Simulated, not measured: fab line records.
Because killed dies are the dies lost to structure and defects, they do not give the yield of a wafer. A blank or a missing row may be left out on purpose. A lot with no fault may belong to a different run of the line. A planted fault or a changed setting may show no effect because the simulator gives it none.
Code-filled problem report in 8D (eight disciplines) form / flow sfq_line / the parts of the form that need people (team, actions taken, sign-off) are left out

== 1. PROBLEM STATEMENT ==
At SFQ_TRILAYER_I4_VIA_LITHO_EXPOSE_104, exposure_dose_mJ_cm2 averages 18.878 over 12 wafers from 4 lots, while fault-free wafers read 21.296, standard deviation 0.02. So: -99 or more standard deviations from the usual mean.
The step: exposes mask I4, target cd 700 nm.
The first sign was on wafer L442.2 at day 57 04:51, on krf_scanner-02. The record has a number at this step for 48 wafers belonging to 16 lots. By rule, "out" or "out of limits" means more than 4 standard deviations away from the usual mean. Any other wafer with a number is counted as sound.

== 2. WHAT IT IS AND WHAT IT IS NOT ==
question=which readings at this step | is=exposure_dose_mJ_cm2 | is not=-
question=which lots | is=L442, L443, L444, L445 | is not=L426, L427, L428, L429, L431, L432, L433, L435, L436, L437, L440, L449
question=which wafers of those lots | is=all that have a number | is not=-
question=read on which tools | is=krf_scanner-02 | is not=krf_scanner-01
question=when | is=from day 57 04:51 | is not=up to then (33 sound wafers); but 3 sound wafers of L449 came after

== 3. WHAT RULES OUT EACH SUSPECT ==
Counting: any tool at a process step up to the reading is kept as a suspect provided that every lot that is out went through it and no sound lot did after the first of them.
- krf_scanner-02 at SFQ_TRILAYER_I4_VIA_LITHO_EXPOSE_104 (exposes mask I4, target cd 700 nm): kept. It processed each lot that is out, first L442 at day 57 04:51, and no sound lot thereafter; up to then, the last sound lot it processed was L440 at day 55 00:00. Its own readings are out on those wafers: exposure_dose_mJ_cm2.
Left after counting: krf_scanner-02 at SFQ_TRILAYER_I4_VIA_LITHO_EXPOSE_104.

== 4. THE CAUSE (what the simulator had put in) ==
Drift in process parameters on krf_scanner-02 at SFQ_TRILAYER_I4_VIA_LITHO_EXPOSE_104, starting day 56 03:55. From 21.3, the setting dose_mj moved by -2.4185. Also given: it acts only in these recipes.
After counting, this tool was the only one left.

== 5. SEQUENCE OF EFFECTS, ordered by route ==
Each row: a reading whose mean over the struck wafers that have a number lies more than 3 standard deviations from the usual. Readings are gone through only where the record gives a usual standard deviation; hours: the median, over the lots, of the time from a lot's start at the first step in this table giving one to that lot's start at this step; sigmas: the change measured in usual standard deviations.
hours=0; step=SFQ_TRILAYER_I4_VIA_LITHO_EXPOSE_104; reading=exposure_dose_mJ_cm2; usual=21.296; on struck wafers=18.878; change=-2.418; sigmas=-99 or more
The process steps in it:
- SFQ_TRILAYER_I4_VIA_LITHO_EXPOSE_104: exposes mask I4, target cd 700 nm.

== 6. HOW IT WOULD HAVE BEEN CAUGHT EARLIER ==
25 hours passed between the start of the fault at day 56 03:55 and the first reading out of limits in this record, taken at day 57 04:51.
